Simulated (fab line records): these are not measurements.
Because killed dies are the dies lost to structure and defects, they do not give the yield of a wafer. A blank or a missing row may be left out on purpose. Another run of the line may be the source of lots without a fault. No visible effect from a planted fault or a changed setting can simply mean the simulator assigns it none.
Which tool is to blame? + flow gf180mcu + 36 wafers from 12 lots sampled at 4 of the route's 602 steps

== WHAT THE GAUGES SHOWED, per wafer ==
GF_DUAL_GATE_OVL_MEAS_11.
| lot  | measured     | on         | DUAL_GATE_OVL (nm) |
|------|--------------|------------|--------------------|
| L444 | day 8 08:44  | overlay-02 | 3.9 4.0 2.9        |
| L448 | day 9 18:02  | overlay-02 | 2.1 3.3 2.4        |
| L449 | day 10 03:59 | overlay-02 | 4.2 1.0 3.0        |
| L450 | day 10 07:25 | overlay-02 | 1.7 2.7 0.2        |
| L451 | day 10 11:14 | overlay-01 | 2.9 2.1 1.8        |
| L453 | day 11 02:38 | overlay-01 | 1.0 1.4 2.4        |
| L454 | day 11 11:52 | overlay-02 | 3.8 2.4 3.0        |
| L461 | day 13 07:43 | overlay-02 | 1.8 1.4 2.1        |
| L463 | day 14 01:16 | overlay-01 | -0.1 0.1 -0.7      |
| L464 | day 14 05:28 | overlay-01 | 2.7 2.4 3.2        |
| L465 | day 14 13:40 | overlay-02 | 2.9 2.6 1.1        |
| L467 | day 15 05:25 | overlay-02 | 1.3 1.5 1.8        |

GF_HV_LDD_CD_MEAS_31 targets a cd of 400 nm.
| lot  | measured     | on        | cd-nm (nm)        |
|------|--------------|-----------|-------------------|
| L444 | day 11 13:49 | cd-sem-01 | 400.4 399.5 400.3 |
| L448 | day 13 05:34 | cd-sem-01 | 399.2 399.3 400.8 |
| L449 | day 13 16:53 | cd-sem-02 | 395.5 395.7 394.5 |
| L450 | day 13 21:53 | cd-sem-02 | 399.4 398.6 400.1 |
| L451 | day 14 00:33 | cd-sem-01 | 403.3 401.8 401.0 |
| L453 | day 14 14:55 | cd-sem-01 | 397.8 399.1 397.7 |
| L454 | day 15 04:10 | cd-sem-01 | 403.9 402.0 404.5 |
| L461 | day 17 06:28 | cd-sem-02 | - - -             |
| L463 | day 17 22:50 | cd-sem-02 | 403.5 405.4 402.8 |
| L464 | day 18 05:22 | cd-sem-01 | 401.6 399.8 403.1 |
| L465 | day 18 17:39 | cd-sem-02 | 401.9 400.7 400.3 |
| L467 | day 19 06:52 | cd-sem-01 | 400.2 397.8 399.1 |

GF_HV_LDD_TW_MEAS_38.
| lot  | measured     | on            | HV_LDD_3_TW    |
|------|--------------|---------------|----------------|
| L444 | day 11 14:39 | film-metro-04 | 1456 1447 1450 |
| L448 | day 13 06:25 | film-metro-04 | 1445 1445 1447 |
| L449 | day 13 17:44 | film-metro-01 | 1428 1436 1426 |
| L450 | day 13 22:44 | film-metro-04 | 1448 1450 1444 |
| L451 | day 14 01:24 | film-metro-03 | 1448 1447 1444 |
| L453 | day 14 15:46 | film-metro-01 | 1433 1437 1437 |
| L454 | day 15 05:01 | film-metro-01 | 1428 1426 1427 |
| L461 | day 17 07:19 | film-metro-04 | 30 30 30       |
| L463 | day 17 23:41 | film-metro-01 | 1435 1432 1423 |
| L464 | day 18 06:13 | film-metro-01 | 1440 1438 1445 |
| L465 | day 18 18:30 | film-metro-01 | 1438 1435 1432 |
| L467 | day 19 07:43 | film-metro-04 | 1430 1439 1437 |

== WHAT TOOL EACH LOT RAN ON (gives the tool, then ch and the chambers of the sampled wafers, and finally the start) ==
| lot  | GF_HV_LDD_EXPOSE_28                 |
|------|-------------------------------------|
| L444 | iline-stepper-02 ch 0, day 11 04:08 |
| L448 | iline-stepper-01 ch 0, day 12 19:32 |
| L449 | iline-stepper-01 ch 0, day 13 07:26 |
| L450 | iline-stepper-02 ch 0, day 13 11:58 |
| L451 | iline-stepper-02 ch 0, day 13 14:12 |
| L453 | iline-stepper-01 ch 0, day 14 04:49 |
| L454 | iline-stepper-01 ch 0, day 14 17:28 |
| L461 | iline-stepper-01 ch 0, day 16 19:12 |
| L463 | iline-stepper-02 ch 0, day 17 11:31 |
| L464 | iline-stepper-02 ch 0, day 17 17:32 |
| L465 | iline-stepper-01 ch 0, day 18 05:55 |
| L467 | iline-stepper-01 ch 0, day 18 18:48 |
- GF_HV_LDD_EXPOSE_28: exposes mask Nplus HV AREA, target cd 400 nm.

== WHAT THE TOOLS THEMSELVES READ (means of the sampled wafers that have a number; where no wafer has one, the mark that the record gives instead) ==
GF_HV_LDD_EXPOSE_28.
| lot  | tool             | exposure-dose-mJ-cm2 | reticle-temp-C (C) |
|------|------------------|----------------------|--------------------|
| L444 | iline-stepper-02 | 140.00               | 22.96              |
| L448 | iline-stepper-01 | 139.92               | 23.06              |
| L449 | iline-stepper-01 | 139.89               | 23.14              |
| L450 | iline-stepper-02 | 140.14               | 22.86              |
| L451 | iline-stepper-02 | 139.98               | 23.05              |
| L453 | iline-stepper-01 | 140.03               | 23.04              |
| L454 | iline-stepper-01 | 139.81               | 23.04              |
| L461 | iline-stepper-01 | 139.95               | 23.13              |
| L463 | iline-stepper-02 | 139.98               | 22.98              |
| L464 | iline-stepper-02 | 140.22               | 23.03              |
| L465 | iline-stepper-01 | 140.12               | 22.91              |
| L467 | iline-stepper-01 | 139.98               | 23.05              |

== THE ANSWER, worked out from the rows above alone ==
Rule: the usual values come from the lots themselves. Put in order of their means at a reading, lots are off if they are a third of the lots or fewer, leave a main group of 4 or more, and stand apart from it by a gap of 3 or more times the standard deviation of the main group's means; of several such gaps the widest counts. The tables above print the reading to a certain number of digits; a main group whose means all agree to those digits is not used. Also off: a lot with no number at a reading for which 4 or more lots have one. All remaining lots with rows at the step are treated as sound. Order of review: gauges by route order, followed by the tools' own readings, for which a lot's mean as printed above is used. The first step at which some lot is off is used, and at that step the reading that is off furthest; a lot without a number counts as furthest.
Off: L461 (GF_HV_LDD_CD_MEAS_31, cd-nm). Without a number there: L461. The main group: mean 400.3 nm, standard deviation 2.4.
If a tool, at a process step before that reading, ran all the lots that are off and no sound lot after the first of them, it fits. Not tried: the gauges at GF_HV_LDD_CD_MEAS_31; whatever is off there is also off at GF_HV_LDD_TW_MEAS_38, on other tools, and gauge error can't account for it. No candidate that was tried fits.

== WHAT THE SIMULATOR HAD PUT IN ==
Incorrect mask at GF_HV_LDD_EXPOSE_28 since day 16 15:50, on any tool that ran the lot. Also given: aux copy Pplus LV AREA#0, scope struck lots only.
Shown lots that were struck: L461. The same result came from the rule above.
